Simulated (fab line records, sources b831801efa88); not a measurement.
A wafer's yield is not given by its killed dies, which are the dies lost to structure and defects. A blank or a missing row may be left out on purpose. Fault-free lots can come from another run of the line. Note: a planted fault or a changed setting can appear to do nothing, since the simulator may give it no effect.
fab line records | flow sky130
record lots=14 | wafers=42 | last_day=50
route steps=708 shown VT_ADJUST_HVTP@92 VT_ADJUST_NCORE@122 VT_ADJUST_PCH@153 PAD_OPEN@708
lots that met no fault: taken from a fault-free run of the same line
start_h: hours from the record's first day to the start of the lot's first wafer shown | wait_h: hours since the lot's step before | " the same as in the row above | L1.1+2: a single row standing in for several wafers | - value missing, or start not given | * or withheld: withheld | < > ~ a bound
route shown NAME@n: a module of which the file shows steps, and the number in the route of the first | usual: average and standard deviation across the fault-free wafers | same: alike in all rows | chamber/n: place in a boat | sites: per-site readings | _std_site: the values' standard deviation | _edge_site: outer sites' mean less inner sites' | radius_mm: for every site, how far away it sits from the centre of the wafer | mask NAME#n: copy n | behind: the tool/chamber that last shaped the wafer | hold: why the lot went on hold/how many hours it stayed there/how the hold came to an end | device: whichever transistor did not switch (one of n, p or np) | end of line: the same wafers' tests at the end of the route | step lacking rows: just its recipe | killed: count of dies lost to structure and defects at first sort (not the wafer's yield) | map: per-die view of a wafer (x killed, . not killed, _ where there is no die)
set.NAME: the setting that was run; set.NAME@STEP: the one run at that earlier step | model.NAME: the simulator's own value behind a step, which no gauge read
a sample of lots followed through the steps of the route, with each step as a table and each wafer as a row
## steps
# step SKY_VT_ADJUST_HVTP_CD_MEAS_07
# recipe target_cd_nm=380
# usual cd_nm=379.0/2.4
lot.wafer | tool      | chamber | start_h | wait_h | cd_nm
L333.2    | cd_sem-02 | -       | 129.66  | 0.1    | 379.2
L333.5    | "         | -       | "       | "      | 381.7
L333.6    | "         | -       | "       | "      | 379.7
L335.2    | cd_sem-02 | -       | 139.28  | 0.1    | 376.2
L335.3    | "         | -       | "       | "      | 376.1
L335.5    | "         | -       | "       | "      | 377.6
L336.2    | cd_sem-02 | -       | 147.07  | 0.1    | 376.2
L336.4    | "         | -       | "       | "      | 377.2
L336.6    | "         | -       | "       | "      | 377.3
L337.1    | cd_sem-01 | -       | 150.04  | 0.1    | 378.7
L337.3    | "         | -       | "       | "      | 379.8
L337.6    | "         | -       | "       | "      | 378.5
L338.1    | cd_sem-01 | -       | 157.25  | 0.1    | 377.7
L338.2    | "         | -       | "       | "      | 377.3
L338.5    | "         | -       | "       | "      | 377.3
L341.4    | cd_sem-02 | -       | 182.67  | 0.1    | 378.8
L341.5    | "         | -       | "       | "      | 380.5
L341.6    | "         | -       | "       | "      | 382.4
L343.1    | cd_sem-01 | -       | 194.26  | 0.1    | 382.8
L343.2    | "         | -       | "       | "      | 381.6
L343.6    | "         | -       | "       | "      | 381.9
L348.1    | cd_sem-02 | -       | 231.79  | 0.1    | 377.5
L348.4    | "         | -       | "       | "      | 376.5
L348.6    | "         | -       | "       | "      | 377.4
L349.1    | cd_sem-01 | -       | 235.19  | 0.1    | 379.4
L349.3    | "         | -       | "       | "      | 382.6
L349.4    | "         | -       | "       | "      | 380.9
L350.3    | cd_sem-01 | -       | 242.13  | 0.1    | 382.1
L350.4    | "         | -       | "       | "      | 382.0
L350.5    | "         | -       | "       | "      | 379.2
L351.1    | cd_sem-02 | -       | 246.20  | 0.1    | 379.6
L351.3    | "         | -       | "       | "      | 377.4
L351.5    | "         | -       | "       | "      | 379.4
L352.1    | cd_sem-01 | -       | 246.26  | 0.1    | 381.8
L352.5    | "         | -       | "       | "      | 378.4
L352.6    | "         | -       | "       | "      | 376.3
L353.3    | cd_sem-01 | -       | 255.09  | 0.1    | 380.3
L353.4    | "         | -       | "       | "      | 379.5
L353.5    | "         | -       | "       | "      | 381.4
L355.1    | cd_sem-02 | -       | 266.31  | 0.1    | 379.3
L355.3    | "         | -       | "       | "      | 379.4
L355.5    | "         | -       | "       | "      | 379.2
# step SKY_VT_ADJUST_HVTP_TW_MEAS_11
# usual VT_ADJUST_HVTP_TW=1347/9.7
lot.wafer | tool          | chamber | start_h | wait_h | VT_ADJUST_HVTP_TW
L333.2    | film_metro-01 | -       | 130.05  | 0.1    | 1342
L333.5    | "             | -       | "       | "      | 1345
L333.6    | "             | -       | "       | "      | 1356
L335.2    | film_metro-01 | -       | 139.68  | 0.1    | 1334
L335.3    | "             | -       | "       | "      | 1348
L335.5    | "             | -       | "       | "      | 1339
L336.2    | film_metro-04 | -       | 147.46  | 0.1    | 1350
L336.4    | "             | -       | "       | "      | 1347
L336.6    | "             | -       | "       | "      | 1344
L337.1    | film_metro-01 | -       | 150.44  | 0.1    | 1344
L337.3    | "             | -       | "       | "      | 1344
L337.6    | "             | -       | "       | "      | 1341
L338.1    | film_metro-02 | -       | 157.65  | 0.1    | 1350
L338.2    | "             | -       | "       | "      | 1355
L338.5    | "             | -       | "       | "      | 1352
L341.4    | film_metro-02 | -       | 183.07  | 0.1    | 1353
L341.5    | "             | -       | "       | "      | 1352
L341.6    | "             | -       | "       | "      | 1361
L343.1    | film_metro-01 | -       | 194.66  | 0.1    | 1344
L343.2    | "             | -       | "       | "      | 1342
L343.6    | "             | -       | "       | "      | 1339
L348.1    | film_metro-01 | -       | 232.19  | 0.1    | 1333
L348.4    | "             | -       | "       | "      | 1331
L348.6    | "             | -       | "       | "      | 1335
L349.1    | film_metro-04 | -       | 235.59  | 0.1    | 1354
L349.3    | "             | -       | "       | "      | 1351
L349.4    | "             | -       | "       | "      | 1351
L350.3    | film_metro-02 | -       | 242.51  | 0.1    | 1361
L350.4    | "             | -       | "       | "      | 1360
L350.5    | "             | -       | "       | "      | 1359
L351.1    | film_metro-01 | -       | 246.60  | 0.1    | 1347
L351.3    | "             | -       | "       | "      | 1348
L351.5    | "             | -       | "       | "      | 1349
L352.1    | film_metro-02 | -       | 246.66  | 0.1    | 1360
L352.5    | "             | -       | "       | "      | 1364
L352.6    | "             | -       | "       | "      | 1364
L353.3    | film_metro-01 | -       | 255.47  | 0.1    | 1346
L353.4    | "             | -       | "       | "      | 1346
L353.5    | "             | -       | "       | "      | 1345
L355.1    | film_metro-01 | -       | 266.71  | 0.1    | 1332
L355.3    | "             | -       | "       | "      | 1321
L355.5    | "             | -       | "       | "      | 1330
# step SKY_VT_ADJUST_NCORE_SOFTBAKE_03
# recipe temp_c=90 | time_s=60 | resist=NOVOLAK
# usual heater_power_total_W=56.60/0.043 | resist_line_temp_C=23.02/0.11 | run_length_s=89.12/0.16
lot.wafer | tool           | chamber | start_h | wait_h | heater_power_total_W | resist_line_temp_C | run_length_s
L333.2    | litho_track-02 | 0       | 179.92  | 0.1    | 56.59                | 23.00              | 89.18
L333.5    | "              | 0       | "       | "      | 56.50                | 22.97              | 88.91
L333.6    | "              | 0       | "       | "      | 56.58                | 23.03              | 88.89
L335.2    | litho_track-01 | 0       | 190.83  | 0.1    | 56.61                | 22.83              | 89.31
L335.3    | "              | 0       | "       | "      | 56.59                | 22.78              | 89.31
L335.5    | "              | 0       | "       | "      | 56.62                | 22.92              | 89.60
L336.2    | litho_track-02 | 0       | 198.57  | 0.1    | 56.60                | 22.77              | 88.98
L336.4    | "              | 0       | "       | "      | 56.54                | 22.90              | 89.03
L336.6    | "              | 0       | "       | "      | 56.72                | 22.80              | 89.06
L337.1    | litho_track-04 | 0       | 202.73  | 0.1    | 56.54                | 23.12              | 89.12
L337.3    | "              | 0       | "       | "      | 56.57                | 23.09              | 88.98
L337.6    | "              | 0       | "       | "      | 56.51                | 23.07              | 89.01
L338.1    | litho_track-02 | 0       | 209.55  | 0.1    | 56.58                | 22.99              | 89.04
L338.2    | "              | 0       | "       | "      | 56.61                | 22.98              | 89.26
L338.5    | "              | 0       | "       | "      | 56.59                | 23.03              | 88.99
L341.4    | litho_track-02 | 0       | 238.42  | 0.1    | 58.94                | 23.07              | 82.46
L341.5    | "              | 0       | "       | "      | 58.96                | 22.74              | 82.38
L341.6    | "              | 0       | "       | "      | 58.86                | 22.97              | 82.40
L343.1    | litho_track-02 | 0       | 251.75  | 0.1    | 58.91                | 23.17              | 82.44
L343.2    | "              | 0       | "       | "      | 58.88                | 22.94              | 82.43
L343.6    | "              | 0       | "       | "      | 58.93                | 23.06              | 82.63
L348.1    | litho_track-01 | 0       | 291.81  | 0.1    | 56.57                | 23.08              | 89.36
L348.4    | "              | 0       | "       | "      | 56.58                | 22.87              | 89.27
L348.6    | "              | 0       | "       | "      | 56.49                | 23.12              | 89.17
L349.1    | litho_track-01 | 0       | 295.41  | 0.1    | 56.58                | 23.17              | 89.19
L349.3    | "              | 0       | "       | "      | 56.58                | 23.09              | 89.23
L349.4    | "              | 0       | "       | "      | 56.69                | 23.10              | 89.50
L350.3    | litho_track-04 | 0       | 304.73  | 0.1    | 56.60                | 22.90              | 89.20
L350.4    | "              | 0       | "       | "      | 56.56                | 23.08              | 89.06
L350.5    | "              | 0       | "       | "      | 56.64                | 23.04              | 89.24
L351.1    | litho_track-02 | 0       | 307.14  | 0.1    | 56.63                | 22.99              | 88.89
L351.3    | "              | 0       | "       | "      | 56.60                | 23.20              | 88.98
L351.5    | "              | 0       | "       | "      | 56.67                | 23.13              | 89.03
L352.1    | litho_track-04 | 0       | 309.23  | 0.1    | 56.55                | 23.02              | 89.03
L352.5    | "              | 0       | "       | "      | 56.59                | 23.05              | 89.16
L352.6    | "              | 0       | "       | "      | 56.61                | 23.13              | 89.37
L353.3    | litho_track-01 | 0       | 317.66  | 0.1    | 56.67                | 22.95              | 89.44
L353.4    | "              | 0       | "       | "      | 56.61                | 23.10              | 89.23
L353.5    | "              | 0       | "       | "      | 56.60                | 23.17              | 89.28
L355.1    | litho_track-04 | 0       | 331.48  | 0.1    | 56.57                | 22.75              | 88.98
L355.3    | "              | 0       | "       | "      | 56.63                | 22.76              | 89.16
L355.5    | "              | 0       | "       | "      | 56.63                | 22.81              | 89.11
# step SKY_VT_ADJUST_PCH_TW_MEAS_10
# usual VT_ADJUST_PCH_TW=142.4/0.99
lot.wafer | tool          | chamber | start_h | wait_h | VT_ADJUST_PCH_TW
L333.2    | film_metro-02 | -       | 235.98  | 0.1    | 142.9
L333.5    | "             | -       | "       | "      | 143.4
L333.6    | "             | -       | "       | "      | 144.1
L335.2    | film_metro-02 | -       | 248.40  | 0.1    | 143.1
L335.3    | "             | -       | "       | "      | 142.8
L335.5    | "             | -       | "       | "      | 142.8
L336.2    | film_metro-04 | -       | 256.34  | 0.1    | 142.3
L336.4    | "             | -       | "       | "      | 142.9
L336.6    | "             | -       | "       | "      | 143.7
L337.1    | film_metro-01 | -       | 260.42  | 0.1    | 141.8
L337.3    | "             | -       | "       | "      | 140.7
L337.6    | "             | -       | "       | "      | 141.8
L338.1    | film_metro-02 | -       | 268.77  | 0.1    | 142.9
L338.2    | "             | -       | "       | "      | 142.2
L338.5    | "             | -       | "       | "      | 143.5
L341.4    | film_metro-02 | -       | 299.81  | 0.1    | 143.4
L341.5    | "             | -       | "       | "      | 142.3
L341.6    | "             | -       | "       | "      | 143.1
L343.1    | film_metro-02 | -       | 313.84  | 0.1    | 143.2
L343.2    | "             | -       | "       | "      | 142.5
L343.6    | "             | -       | "       | "      | 142.8
L348.1    | film_metro-02 | -       | 359.19  | 0.1    | 143.0
L348.4    | "             | -       | "       | "      | 143.8
L348.6    | "             | -       | "       | "      | 143.3
L349.1    | film_metro-02 | -       | 363.74  | 0.1    | 143.8
L349.3    | "             | -       | "       | "      | 143.1
L349.4    | "             | -       | "       | "      | 143.2
L350.3    | film_metro-02 | -       | 372.40  | 0.1    | 143.5
L350.4    | "             | -       | "       | "      | 143.7
L350.5    | "             | -       | "       | "      | 143.3
L351.1    | film_metro-01 | -       | 375.64  | 0.1    | 141.0
L351.3    | "             | -       | "       | "      | 141.4
L351.5    | "             | -       | "       | "      | 141.1
L352.1    | film_metro-02 | -       | 377.24  | 0.1    | 142.8
L352.5    | "             | -       | "       | "      | 144.0
L352.6    | "             | -       | "       | "      | 143.1
L353.3    | film_metro-04 | -       | 386.59  | 0.1    | 142.0
L353.4    | "             | -       | "       | "      | 141.9
L353.5    | "             | -       | "       | "      | 141.9
L355.1    | film_metro-02 | -       | 400.43  | 0.1    | 141.8
L355.3    | "             | -       | "       | "      | 143.2
L355.5    | "             | -       | "       | "      | 143.3
# step SKY_PAD_OPEN_PROBE_99
# usual killed_at_M0_to_M3=44/6.9 | killed_at_M4_up=3.3/1.7 | killed_at_contacts=24/4.7 | killed_at_front_end=15/4.5 | killed_at_other=0.2/0.49 | killed_dies=86/8.4 | killed_open=47/6.5 | killed_short=39/6
# same gross_dies=492 | killed_at_back_side=0
lot.wafer | tool      | chamber | start_h | wait_h | killed_at_M0_to_M3 | killed_at_M4_up | killed_at_contacts | killed_at_front_end | killed_at_other | killed_dies | killed_open | killed_short
L333.2    | prober-01 | -       | 1084.48 | 0.1    | 44                 | 1               | 24                 | 6                   | 0               | 75          | 39          | 36
L333.5    | prober-01 | -       | 1084.63 | 0.2    | 55                 | 4               | 22                 | 13                  | 0               | 94          | 57          | 37
L333.6    | prober-01 | -       | 1084.68 | 0.2    | 53                 | 5               | 20                 | 7                   | 1               | 86          | 56          | 30
L349.1    | prober-02 | -       | 1176.64 | 0.1    | 43                 | 3               | 27                 | 16                  | 1               | 90          | 57          | 33
L349.3    | prober-02 | -       | 1176.74 | 0.2    | 60                 | 3               | 22                 | 8                   | 0               | 93          | 57          | 36
L349.4    | prober-02 | -       | 1176.79 | 0.2    | 43                 | 4               | 27                 | 11                  | 0               | 85          | 49          | 36
L348.1    | prober-01 | -       | 1179.41 | 0.1    | 42                 | 1               | 33                 | 17                  | 0               | 93          | 55          | 38
L348.4    | prober-01 | -       | 1179.56 | 0.2    | 44                 | 4               | 16                 | 18                  | 1               | 83          | 40          | 43
L348.6    | prober-01 | -       | 1179.66 | 0.2    | 40                 | 3               | 21                 | 21                  | 2               | 87          | 48          | 39
L351.1    | prober-02 | -       | 1183.93 | 0.1    | 50                 | 6               | 23                 | 10                  | 0               | 89          | 52          | 37
L351.3    | prober-02 | -       | 1184.03 | 0.2    | 41                 | 4               | 23                 | 13                  | 0               | 81          | 47          | 34
L351.5    | prober-02 | -       | 1184.13 | 0.2    | 38                 | 1               | 17                 | 24                  | 0               | 80          | 47          | 33
# killed by level:class
L333.2 VIA1:geometric_particle:open=9 VIA2:geometric_particle:open=8 CONTACT:geometric_particle:short=7 CONTACT:geometric_particle:open=7 VIA3:geometric_particle:open=7 METAL3:geometric_particle:short=6 LI_CONTACT:geometric_particle:open=4 LOCAL_INTERCONNECT:geometric_particle:short=4
L333.5 VIA1:geometric_particle:open=19 CONTACT:geometric_particle:open=10 VIA2:geometric_particle:open=8 LI_CONTACT:geometric_particle:open=7 METAL2:geometric_particle:short=6 VIA3:geometric_particle:open=5 FIELD_ISO:geometric_particle:open=4 POLY_GATE:geometric_particle:short=4
L333.6 VIA1:geometric_particle:open=15 VIA2:geometric_particle:open=9 CONTACT:geometric_particle:open=9 LI_CONTACT:geometric_particle:open=5 VIA3:geometric_particle:open=5 METAL1:geometric_particle:short=4 METAL2:geometric_particle:short=4 SPACER:geometric_particle:short=3
L349.1 CONTACT:geometric_particle:open=13 VIA3:geometric_particle:open=10 VIA1:geometric_particle:open=9 LI_CONTACT:geometric_particle:open=6 LOCAL_INTERCONNECT:geometric_particle:short=6 VIA2:geometric_particle:open=6 POLY_GATE:geometric_particle:open=5 VIA2:geometric_particle:short=5
L349.3 VIA1:geometric_particle:open=15 VIA3:geometric_particle:open=9 VIA2:geometric_particle:open=8 VIA3:geometric_particle:short=7 LI_CONTACT:geometric_particle:open=7 CONTACT:geometric_particle:short=6 METAL1:geometric_particle:short=6 CONTACT:geometric_particle:open=5
L349.4 CONTACT:geometric_particle:open=16 VIA3:geometric_particle:open=10 METAL3:geometric_particle:short=6 VIA1:geometric_particle:open=6 VIA2:geometric_particle:open=5 FIELD_ISO:geometric_particle:short=4 LOCAL_INTERCONNECT:geometric_particle:short=4 CONTACT:geometric_particle:short=4
L348.1 CONTACT:geometric_particle:open=12 VIA3:geometric_particle:open=10 VIA1:geometric_particle:open=10 LI_CONTACT:geometric_particle:open=8 CONTACT:geometric_particle:short=7 METAL1:geometric_particle:short=7 FIELD_ISO:geometric_particle:open=6 VIA1:geometric_particle:short=5
L348.4 VIA1:geometric_particle:open=9 METAL1:geometric_particle:short=7 LI_CONTACT:geometric_particle:open=6 VIA3:geometric_particle:open=5 VIA2:geometric_particle:short=5 VIA2:geometric_particle:open=5 VIA1:geometric_particle:short=4 METAL2:geometric_particle:short=4
L348.6 CONTACT:geometric_particle:open=9 LI_CONTACT:geometric_particle:open=7 VIA1:geometric_particle:open=7 VIA2:geometric_particle:open=6 FIELD_ISO:geometric_particle:short=5 POLY_GATE:geometric_particle:open=5 FIELD_ISO:geometric_particle:open=4 METAL1:geometric_particle:short=4
L351.1 VIA1:geometric_particle:open=14 CONTACT:geometric_particle:open=7 LI_CONTACT:geometric_particle:open=7 VIA3:geometric_particle:open=5 METAL1:geometric_particle:short=5 METAL1:geometric_particle:open=5 VIA2:geometric_particle:open=5 FIELD_ISO:geometric_particle:open=4
L351.3 VIA1:geometric_particle:open=17 CONTACT:geometric_particle:open=8 CONTACT:geometric_particle:short=6 VIA2:geometric_particle:open=6 LI_CONTACT:geometric_particle:open=5 METAL1:geometric_particle:short=5 FIELD_ISO:geometric_particle:short=4 VIA2:geometric_particle:short=4
L351.5 VIA1:geometric_particle:open=16 FIELD_ISO:geometric_particle:open=9 FIELD_ISO:geometric_particle:short=6 LI_CONTACT:geometric_particle:open=6 VIA2:geometric_particle:short=4 CONTACT:geometric_particle:open=4 METAL1:geometric_particle:short=4 METAL2:geometric_particle:short=4
## key
first_sign step=SKY_VT_ADJUST_NCORE_SOFTBAKE_03 | reading=heater_power_total_W | direction=up | sigmas=54 | usual=* | struck=*
effect step=SKY_VT_ADJUST_NCORE_SOFTBAKE_03 | reading=run_length_s | direction=down | sigmas=43 | usual=* | struck=*
met_at SKY_VT_ADJUST_NCORE_SOFTBAKE_03
struck_lots L341,L343
tester_left_out L341,L343
not_acting_at SKY_VT_ADJUST_HVTP_CD_MEAS_07,SKY_VT_ADJUST_HVTP_TW_MEAS_11,SKY_VT_ADJUST_PCH_TW_MEAS_10
onset_between 209.55 238.42
fault kind=process_parameter_drift | tool=litho_track-02 | chamber=- | onset_h=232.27 | steps=SKY_VT_ADJUST_NCORE_SOFTBAKE_03 | channel=time_s | offset=* | shape=step | end_h=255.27 | acts_in=* | stated=*
# tester_left_out: of these lots the tester's yield and bins aren't shown, on N5 and GAA mostly nor the transistor test; their killed dies are dies lost to structure and defects alone, not to doping, threshold or leakage, so they don't give the yield
